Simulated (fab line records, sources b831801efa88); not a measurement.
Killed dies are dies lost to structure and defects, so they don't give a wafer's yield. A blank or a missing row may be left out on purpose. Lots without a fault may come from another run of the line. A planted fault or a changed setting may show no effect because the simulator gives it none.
Which tool did it? | flow sky130 | 6 lots, 18 wafers sampled, at 2 steps of a route of 708

WHAT THE GAUGES READ, wafer by wafer
SKY_NWELL_TW_MEAS_15.
lot  | measured     | on            | NWELL_TW
L427 | day 5 00:33  | film_metro-01 | 1823 1823 1818
L429 | day 5 08:19  | film_metro-01 | 1830 1825 1830
L432 | day 6 05:40  | film_metro-01 | 1819 1819 1812
L437 | day 7 04:02  | film_metro-02 | 1702 1698 1709 1707 1706 1707
L439 | day 7 19:47  | film_metro-01 | 1700 1705 1693 1697 1709 1695
L449 | day 10 14:19 | film_metro-02 | 1846 1838 1848

WHICH TOOL RAN EACH LOT (tool, then ch and the chambers of the sampled wafers, then the start)
lot  | SKY_NWELL_IMPLANT_11
L427 | implanter-01 ch 0, day 5 00:02
L429 | implanter-01 ch 0, day 5 07:46
L432 | implanter-04 ch 0, day 6 05:07
L437 | implanter-01 ch 0, day 7 03:29
L439 | implanter-01 ch 0, day 7 19:16
L449 | implanter-04 ch 0, day 10 13:46
- SKY_NWELL_IMPLANT_11

THE ANSWER, worked out from the rows above alone
Rule: what is usual is taken from the lots themselves. Put in order of their means at a reading, lots are off if they are a third of the lots or fewer, leave a main group of 4 or more, and stand apart from it by a gap of 3 or more times the standard deviation of the main group's means; of several such gaps the widest counts. A main group whose means are all the same, to the digits that the tables above print for the reading, isn't used. A lot without any number at a reading at which 4 lots or more have one is off too. The other lots that the step has rows for count as sound.
Off: L437, L439, at SKY_NWELL_TW_MEAS_15 (NWELL_TW). The main group: mean 1828, standard deviation 10.
A tool fits if, at a process step before that reading, it ran every lot that is off, and no sound lot after the first of them. The gauges at SKY_NWELL_TW_MEAS_15 are tried like those tools. One fits: implanter-01 at SKY_NWELL_IMPLANT_11. Its last sound lot is L429 (day 5 07:46), its first lot that is off L437 (day 7 03:29): a fault that began between those two fits.

WHAT THE SIMULATOR HAD PUT IN
Process parameter drift: implanter-01, from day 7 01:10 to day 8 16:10, at SKY_NWELL_IMPLANT_11. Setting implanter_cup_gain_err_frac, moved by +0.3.
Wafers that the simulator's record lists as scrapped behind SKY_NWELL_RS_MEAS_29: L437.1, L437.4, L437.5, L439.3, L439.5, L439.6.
Lots struck among those shown: L437, L439. The rule above found the same.
